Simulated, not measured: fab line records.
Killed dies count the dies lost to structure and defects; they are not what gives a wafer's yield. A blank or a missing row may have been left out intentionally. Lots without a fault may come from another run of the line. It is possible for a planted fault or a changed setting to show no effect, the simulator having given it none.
One fault seen from 2 desks + flow sfqLine + each desk holds nothing but its own numbers, with what lay behind them at the end

== AT THE TOOL OWNER'S DESK: pecvd-03 ==
The tool's own readings at SFQ_TRILAYER_L0_CAP_PECVD_011 (deposits SiO2 from SiH4/N2O, time 13.333 s, target thk 60 nm): means of the sampled wafers that have a number, for each lot that ran on this tool. Any lot whose mean is over 4 standard deviations away from the usual mean is out of limits and marked OUT; that distance is given in the brackets.
Columns: A = heaterPowerW at SFQ_TRILAYER_L0_CAP_PECVD_011, usual 77 W; B = throttleValvePct at SFQ_TRILAYER_L0_CAP_PECVD_011, usual 25.9 %
| lot  | first seen here | A  | B    |
|------|-----------------|----|------|
| L915 | day 4 16:56     | 90 | 27.5 |
| L923 | day 6 08:32     | 78 | 26.4 |
| L928 | day 7 09:54     | 75 | 26.8 |
Finding of this desk: none of the 3 lots has anything out of limits.

== THE METROLOGY DESK ==
What the gauges read for every lot (on any tool): the sampled wafers with a number, averaged. Any lot whose mean is over 4 standard deviations away from the usual mean is out of limits and marked OUT; that distance is given in the brackets.
Columns: A = L0_MONX_KI_RS at SFQ_L0_RS_MEAS_901, usual 43.5 ohm/sq; B = L0_MONX_KI_THK at SFQ_L0_THK_MEAS_902, usual 39.1 nm; C = L0V_OVL at SFQ_L0V_OVL_MEAS_903, usual -5 nm
| lot  | first seen here | A    | B    | C   |
|------|-----------------|------|------|-----|
| L911 | day 2 03:37     | 44.5 | 38.0 | -3  |
| L915 | day 2 23:34     | 43.5 | 39.0 | -8  |
| L923 | day 4 15:34     | 42.9 | 39.6 | -10 |
| L924 | day 4 20:35     | 43.2 | 39.5 | 2   |
| L928 | day 5 16:35     | 43.1 | 39.8 | -3  |
| L929 | day 5 21:35     | 43.1 | 39.4 | -8  |
Finding of this desk: none of the 6 lots has anything out of limits.

== PUT TOGETHER ==
The tool owner's desk saw nothing out of limits.
Metrology desk: nothing out of limits seen.

== WHAT WAS PUT IN BY THE SIMULATOR ==
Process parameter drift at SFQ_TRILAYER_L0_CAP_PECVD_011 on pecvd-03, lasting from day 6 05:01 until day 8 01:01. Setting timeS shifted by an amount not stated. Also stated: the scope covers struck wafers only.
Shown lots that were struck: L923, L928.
